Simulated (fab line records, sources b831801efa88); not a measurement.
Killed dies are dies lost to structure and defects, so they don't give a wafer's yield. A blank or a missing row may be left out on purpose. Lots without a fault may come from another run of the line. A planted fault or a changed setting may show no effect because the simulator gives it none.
One fault seen from 2 desks | flow gf180mcu | each desk has only its own numbers; what lay behind them comes last

THE TOOL OWNER'S DESK: krf_scanner-02
The tool's own readings at GF_M1_EXPOSE_11 (exposes mask Metal1, target cd 230 nm): means of the sampled wafers that have a number, for each lot that ran on this tool. A lot is out of limits, marked OUT, if its mean lies more than 4 standard deviations from the usual mean; the brackets give that distance.
Columns: A = exposure_dose_mJ_cm2 at GF_M1_EXPOSE_11, usual 27.97
lot  | first seen here | A
L862 | day 17 00:32    | 27.98
L863 | day 17 12:43    | 27.98
L864 | day 17 17:37    | 27.97
L869 | day 19 22:11    | 28.00
L870 | day 20 04:41    | 28.02
L876 | day 22 08:47    | 27.99
L877 | day 22 19:34    | 27.96
L880 | day 23 11:41    | 28.00
L881 | day 23 21:19    | 28.03
This desk's finding: nothing out of limits on any of the 9 lots.

THE METROLOGY DESK
What the gauges read, lot by lot, whatever tool the lot ran on: means of the sampled wafers that have a number. A lot is out of limits, marked OUT, if its mean lies more than 4 standard deviations from the usual mean; the brackets give that distance.
Columns: A = cd_nm at GF_M1_CD_MEAS_14, usual 229.5 nm; B = V1_CVD_00_THK at GF_V1_THK_MEAS_01, usual 579 nm
lot  | first seen here | A               | B
L861 | day 17 08:22    | 228.1           | 584
L862 | day 17 11:55    | 229.3           | 581
L863 | day 18 00:43    | 228.4           | 576
L864 | day 18 05:13    | 228.4           | 582
L869 | day 20 10:18    | 192.9 (-37) OUT | 575
L870 | day 20 16:29    | 192.1 (-38) OUT | 576
L871 | day 20 22:22    | 229.4           | 583
L876 | day 22 19:56    | 230.6           | 579
L877 | day 23 06:38    | 229.2           | 574
L878 | day 23 09:47    | 230.6           | 576
L880 | day 23 22:27    | 229.5           | 589
L881 | day 24 08:15    | 230.1           | 581
L882 | day 24 14:27    | 229.4           | 580
L883 | day 24 23:08    | 227.8           | 574
This desk's finding: out of limits on L869, L870; first on L869, day 20 10:18 (cd_nm at GF_M1_CD_MEAS_14). In limits: L861, L862, L863, L864, L871, L876, L877, L878, L880, L881, L882, L883.

PUT TOGETHER
The metrology desk could have raised an alarm at day 20 10:18, on L869, L870.
The tool owner's desk saw nothing out of limits.
The tool owner's desk has L869, L870 on record, within its limits.
Of the lots named, all ran GF_M1_EXPOSE_11 on krf_scanner-02.

WHAT THE SIMULATOR HAD PUT IN
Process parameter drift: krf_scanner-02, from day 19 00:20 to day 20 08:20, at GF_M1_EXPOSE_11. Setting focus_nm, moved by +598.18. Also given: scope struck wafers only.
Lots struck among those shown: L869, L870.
Hours from the fault's start to each desk's first reading out of limits: the metrology desk, 34.
